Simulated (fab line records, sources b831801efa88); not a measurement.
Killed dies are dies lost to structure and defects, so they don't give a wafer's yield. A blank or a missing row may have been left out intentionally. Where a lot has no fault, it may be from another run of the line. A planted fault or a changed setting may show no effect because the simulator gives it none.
Lot-split experiment | flow sfqLine | 23 wafers read from 5 lots, route of 325 steps

THE SPLIT ITSELF
At SFQ_TRILAYER_I4_VIA_LITHO_COAT_108 (resist thk 62 nm), the setting resistThkNm was moved away from the recipe's 62 nm on 11 of the 23 wafers read, by -3.5% to +5.0%. The other wafers ran this setting at the recipe's value.

FROM THE SPLIT TO THE READING: what the file shows between them, 2 steps
- SFQ_TRILAYER_I4_VIA_LITHO_PEB_106: peb time 60 s (also split here: pebTempC)
- SFQ_TRILAYER_I4_VIA_LITHO_DEVELOP_105: time 60 s

THE READING
oesProductAu, in a.u., at SFQ_TRILAYER_I4_VIA_BARC_OPEN_VIA_ETCH_146 (etches BARC in O2, target depth 125 nm, time 41.7 s). Typical for fault-free wafers on this fab line: 0.684 a.u., with standard deviation 0.0046 a.u.

wafer  | tool, chamber at the split | resistThkNm as run, nm | against the recipe | oesProductAu, a.u. | against lot-mates on the recipe
L074.1 | lithoTrack-03, 0           | 62                     | recipe             | 0.679              | -
L074.2 | lithoTrack-03, 0           | 62                     | recipe             | 0.684              | -
L074.5 | lithoTrack-03, 0           | 62                     | recipe             | 0.681              | -
L075.2 | lithoTrack-03, 0           | 59.83                  | -3.5%              | 0.673              | -0.012
L075.3 | lithoTrack-03, 0           | 62                     | recipe             | 0.681              | -
L075.4 | lithoTrack-03, 0           | 62                     | recipe             | 0.687              | -
L075.5 | lithoTrack-03, 0           | 59.83                  | -3.5%              | 0.678              | -0.007
L075.6 | lithoTrack-03, 0           | 62                     | recipe             | 0.686              | -
L076.1 | lithoTrack-04, 0           | 62                     | recipe             | 0.684              | -
L076.2 | lithoTrack-04, 0           | 62                     | recipe             | 0.680              | -
L076.3 | lithoTrack-04, 0           | 65.08                  | +5.0%              | 0.705              | +0.023
L076.4 | lithoTrack-04, 0           | 65.08                  | +5.0%              | 0.707              | +0.025
L076.6 | lithoTrack-04, 0           | 65.08                  | +5.0%              | 0.704              | +0.022
L083.1 | lithoTrack-01, 0           | 64.02                  | +3.3%              | 0.698              | +0.008
L083.2 | lithoTrack-01, 0           | 62                     | recipe             | 0.691              | -
L083.4 | lithoTrack-01, 0           | 64.02                  | +3.3%              | 0.691              | +0.001
L083.5 | lithoTrack-01, 0           | 62                     | recipe             | 0.688              | -
L083.6 | lithoTrack-01, 0           | 64.02                  | +3.3%              | 0.695              | +0.005
L084.1 | lithoTrack-03, 0           | 62                     | recipe             | 0.688              | -
L084.2 | lithoTrack-03, 0           | 62.99                  | +1.6%              | 0.694              | +0.005
L084.3 | lithoTrack-03, 0           | 62.99                  | +1.6%              | 0.687              | -0.002
L084.4 | lithoTrack-03, 0           | 62.99                  | +1.6%              | 0.691              | +0.002
L084.5 | lithoTrack-03, 0           | 62                     | recipe             | 0.690              | -

FIT RESULTS
A straight line over all 23 wafers: oesProductAu changes by +0.0035 a.u. for each +1% of resistThkNm; r = +0.91; the points scatter about the line by 0.0037 a.u.
The same after taking each lot's own level away (the mean of its wafers on the recipe; 23 wafers): +0.00344 a.u. for each +1%; r = +0.88; scatter 0.0044 a.u.
That fit puts the effect of the largest move of resistThkNm on the reading at 0.017 a.u.
From 0.6813 to 0.6895 a.u.: that is the span of the lots' own levels, equal to 1.8 times the standard deviation above.
The two slopes are in agreement: the lot-to-lot level therefore moves the slope only a little.
Check: with one of the wafers moved furthest among these (+5.0%) left out of the fit, the line predicts +0.0155 a.u. for it against its lot-mates. Against them it came out at +0.023 a.u.

OTHER SPLITS APPLIED TO THESE WAFERS
Note: prior to the reading, these wafers also went through further splits. Each is held against what the fit with the lots' levels taken away leaves over:
other split on the same wafers             | wafers away from the commonest value | r with oesProductAu (lot level and that fit taken away)
SFQ_TRILAYER_M4_LITHO_COAT_093 spinRpm     | 12                                   | -0.32
SFQ_TRILAYER_I4_VIA_LITHO_PEB_106 pebTempC | 8                                    | -0.50

THE WHOLE CHAIN: every reading that the file lists as answering this split, in the file's order
step                                       | what it does                                        | reading                                                                                       | change (the file's fit)                   | r (the file's)
SFQ_TRILAYER_I4_VIA_LITHO_COAT_108         | resist thk 62 nm                                    | BARC_of_TRILAYER_I4_VIA_LITHO_COAT_108.thkNm (the simulator's own value, which no gauge read) | +0.635 nm for each +1% of the setting     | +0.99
SFQ_TRILAYER_I4_VIA_BARC_OPEN_VIA_ETCH_146 | etches BARC in O2, target depth 125 nm, time 41.7 s | oesProductAu                                                                                  | +0.00341 a.u. for each +1% of the setting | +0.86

FILE'S OWN FIT
oesProductAu changes by +0.00341 a.u. for each +1% of resistThkNm, r = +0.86.
